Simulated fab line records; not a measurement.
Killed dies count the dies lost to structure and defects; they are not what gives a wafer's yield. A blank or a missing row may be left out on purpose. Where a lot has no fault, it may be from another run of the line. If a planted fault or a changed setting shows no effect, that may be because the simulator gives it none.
Struck lot and sound lot, side by side ; flow sky130 ; 19 out of 708 route steps
Sound: these wafers, L603.4, L603.5, L603.6. Struck: wafer L610.6 (left out: L610.2, L610.3 of the same lot, which were not struck); the cause appears at the end.
Per side, at each step with rows, come the tool, then ch with its chambers, and then its first start. Under that, the readings that differ: sound wafers ; struck wafers ; difference of the means ; sigmas: that difference in standard deviations of wafers without a fault.
alike: same words and numbers on both sides, and readings whose means sit less than 2 such deviations apart. not compared: any withheld reading, any reading some wafer has no value for, any bound like >300 that may hide the same value, and any number with overlapping values for which the record gives no deviation.
The two part at a step that has a row with sigmas, a row that says differs or no value, or rows on one side only. Non-overlapping numbers with no deviation appear without sigmas and do not part them. Lack of a reading on every wafer of one side parts them only where that side has two or more wafers.

SKY_FIELD_ISO_BOW_MEAS_00:
  sound on film metro-04 at day 1 20:04; struck on film metro-01 at day 3 07:01
  alike: INCOMING_BOW
then, 1 step without rows for these wafers: SKY_FIELD_ISO_OXIDATION_01 (stabilise 600 s, purge 300 s, target thk 12 nm).
SKY_FIELD_ISO_THK_MEAS_02:
  sound on film metro-03 at day 1 22:11; struck on film metro-04 at day 3 09:18
  alike: FIELD_ISO_OXIDATION_00_THK
then, 1 step without rows for these wafers: SKY_FIELD_ISO_CVD_03 (deposits Si3N4 from DCS/NH3, target thk 165 nm, time 2830 s).
SKY_FIELD_ISO_THK_MEAS_04:
  sound on film metro-03 at day 2 00:01; struck on film metro-01 at day 3 14:58
reading;sound;struck;difference;sigmas
FIELD_ISO_CVD_03_THK (nm);166.8 166.0 167.1;163.2;-3.4;-2
then, 2 steps without rows for these wafers: SKY_FIELD_ISO_DEHYDRATE_05 (time 60 s); SKY_FIELD_ISO_HMDS_06 (prime time 60 s).
SKY_FIELD_ISO_COAT_07: resist thk 60 nm.
  sound on litho track-04 ch 0, day 2 06:39; struck on litho track-02 ch 0, day 3 22:44
  alike: exhaust pa
  not compared: resist line temp C
then, 5 steps without rows for these wafers: SKY_FIELD_ISO_COAT_08 (resist thk 450 nm); SKY_FIELD_ISO_SOFTBAKE_09 (time 90 s); SKY_FIELD_ISO_EXPOSE_10 (exposes mask FOM, target cd 150 nm); SKY_FIELD_ISO_PEB_11; SKY_FIELD_ISO_DEVELOP_12 (develop time 60 s).
SKY_FIELD_ISO_CD_MEAS_13 targets a cd of 150 nm.
  sound on cd sem-02 at day 2 14:23; struck on cd sem-02 at day 4 07:52
  alike: cd nm
SKY_FIELD_ISO_ETCH_14: etches BARC in N2/H2, stops on SiO2, time 45.9 s, target depth 60 nm.
  sound on rie diel-01 ch 0,3, day 2 14:27; struck on rie diel-01 ch 1, day 4 07:58
reading;sound;struck;difference;sigmas
oes product au (a.u.);0.854 0.859 0.861;0.899;+0.041;+9
model.etch.depth nm (nm);60.09 60.16 60.35;65.37;+5.17;
  alike: drypump motor current A, h2 flow sccm, throttle valve pct
  not compared: rf hours counter h
SKY_FIELD_ISO_ETCH_15: etches the open film in CHF3/O2, stops on Si, target depth 180 nm, time 72 s.
  sound on rie diel-01 ch 0,3, day 2 14:29; struck on rie diel-01 ch 1, day 4 08:01
  alike: drypump motor current A, oes product au, throttle valve pct
  not compared: rf hours counter h
SKY_FIELD_ISO_STRIP_16: strips in O2/N2.
  sound on plasma asher-02 ch 0,1, day 2 14:35; struck on plasma asher-01 ch 0, day 4 08:04
reading;sound;struck;difference;sigmas
strip time to endpoint s (s);3.561 3.539 3.520;3.619;+0.079;+3
  alike: drypump motor current A, oes product au
  not compared: rf hours counter h
SKY_FIELD_ISO_ETCH_17: etches Si in HBr/Cl2/O2, target depth 342 nm, time 97.7 s.
  sound on rie si-01 ch 1,2, day 2 14:39; struck on rie si-02 ch 1, day 4 08:10
reading;sound;struck;difference;sigmas
throttle valve pct (%);25.669 25.647 25.658;25.634;-0.024;-2
  alike: drypump motor current A, oes product au
  not compared: rf hours counter h
-- record jumps: 44 days separate the struck wafers' starts on either side; left off in module FIELD_ISO, taken up again in module PAD_OPEN, whose first shown step is the route's number 708 --
SKY_PAD_OPEN_PROBE_99:
  the record has rows for the struck wafers here (prober-01, day 48 19:46) and none for the sound ones

== WHERE THEY PART ==
Earliest at SKY_FIELD_ISO_THK_MEAS_04; latest, in this record, at SKY_PAD_OPEN_PROBE_99.

WHY: the cause the simulator had injected
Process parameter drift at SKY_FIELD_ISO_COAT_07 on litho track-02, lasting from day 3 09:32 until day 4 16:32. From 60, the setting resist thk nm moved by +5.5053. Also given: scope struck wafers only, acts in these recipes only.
